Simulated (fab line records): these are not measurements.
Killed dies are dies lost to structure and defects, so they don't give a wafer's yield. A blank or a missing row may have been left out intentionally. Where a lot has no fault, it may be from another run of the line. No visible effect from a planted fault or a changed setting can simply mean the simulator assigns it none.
Split-lot study ; flow sfq-line ; 5 lots, 10 wafers read, on a route of 325 steps

THE SPLIT
At SFQ_TRILAYER_I2_VIA_LITHO_COAT_072 (resist thk 62 nm), the setting spin-rpm was moved away from the recipe's 3000 rpm on 4 of the 10 wafers read, by -3.3% to +3.8%. The other wafers ran this setting at the recipe's value.

FROM THE SPLIT TO THE READING: what the file shows between them, 3 steps
- SFQ_TRILAYER_I2_VIA_LITHO_COAT_067: resist thk 637.5 nm
- SFQ_TRILAYER_I2_VIA_LITHO_SOFTBAKE_071
- SFQ_TRILAYER_I2_VIA_LITHO_DEVELOP_069: time 60 s

THE READING
etch.depth-nm (the simulator's own value, which no gauge read), in nm, at SFQ_TRILAYER_I2_VIA_BARC_OPEN_VIA_ETCH_096 (etches BARC in O2, target depth 125 nm, time 41.7 s). No usual value for it is given in the file. The 6 wafers here that ran the recipe average 61.99 nm, standard deviation 0.13 nm.

wafer;tool, chamber at the split;spin-rpm as run, rpm;against the recipe;etch.depth-nm, nm;against lot-mates on the recipe
L075.3;litho-track-04, 0;3000;recipe;62.18;-
L075.5;litho-track-04, 0;3115;+3.8%;60.95;-1.23
L076.4;litho-track-04, 0;2911;-3.0%;62.75;no lot-mate on the recipe
L077.2;litho-track-02, 0;2900;-3.3%;63.04;+1.24
L077.3;litho-track-02, 0;3000;recipe;61.8;-
L082.5;litho-track-04, 0;3083;+2.8%;61.29;-0.71
L082.6;litho-track-04, 0;3000;recipe;62;-
L083.2;litho-track-01, 0;3000;recipe;61.9;-
L083.3;litho-track-01, 0;3000;recipe;62.11;-
L083.6;litho-track-01, 0;3000;recipe;61.96;-

THE FIT
A straight line over all 10 wafers: etch.depth-nm changes by -0.276 nm for each +1% of spin-rpm; r = -0.98; the points scatter about the line by 0.12 nm.
The same after taking each lot's own level away (the mean of its wafers on the recipe; 9 wafers): -0.327 nm for each +1%; r = -0.99; scatter 0.099 nm.
Per that fit: largest spin-rpm move, reading shift of 1.3 nm.
Measured against the standard deviation above, the lots' own levels, which go from 61.800 to 62.180 nm, span 3.0 times it.
So the lot-to-lot level changes the slope: the two fits differ.
Check: for one of the wafers moved furthest among these (+3.8%), held out of the fit, the line's prediction against its lot-mates is -1.2 nm. It came out at -1.23 nm against them.

OTHER SPLITS APPLIED TO THESE WAFERS
Other splits were also applied to these wafers ahead of the reading. Each is held against what the fit with the lots' levels taken away leaves over:
other split on the same wafers;wafers away from the commonest value;r with etch.depth-nm (lot level and that fit taken away)
SFQ_TRILAYER_M2_BARC_OPEN_METAL_ETCH_077 icp-w;3;-0.23
SFQ_TRILAYER_I2_DEP_PECVD_063 rf-w;3;+0.34

THE WHOLE CHAIN: every reading that the file lists as answering this split, in the file's order
step;what it does;reading;change (the file's fit);r (the file's)
SFQ_TRILAYER_I2_VIA_LITHO_COAT_072;resist thk 62 nm;BARC_of_TRILAYER_I2_VIA_LITHO_COAT_072.thk-nm (the simulator's own value, which no gauge read);-0.32 nm for each +1% of the setting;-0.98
SFQ_TRILAYER_I2_VIA_BARC_OPEN_VIA_ETCH_096;etches BARC in O2, target depth 125 nm, time 41.7 s;etch.depth-nm (the simulator's own value, which no gauge read);-0.324 nm for each +1% of the setting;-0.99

THE FILE'S OWN FIT
etch.depth-nm changes by -0.324 nm for each +1% of spin-rpm, r = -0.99.
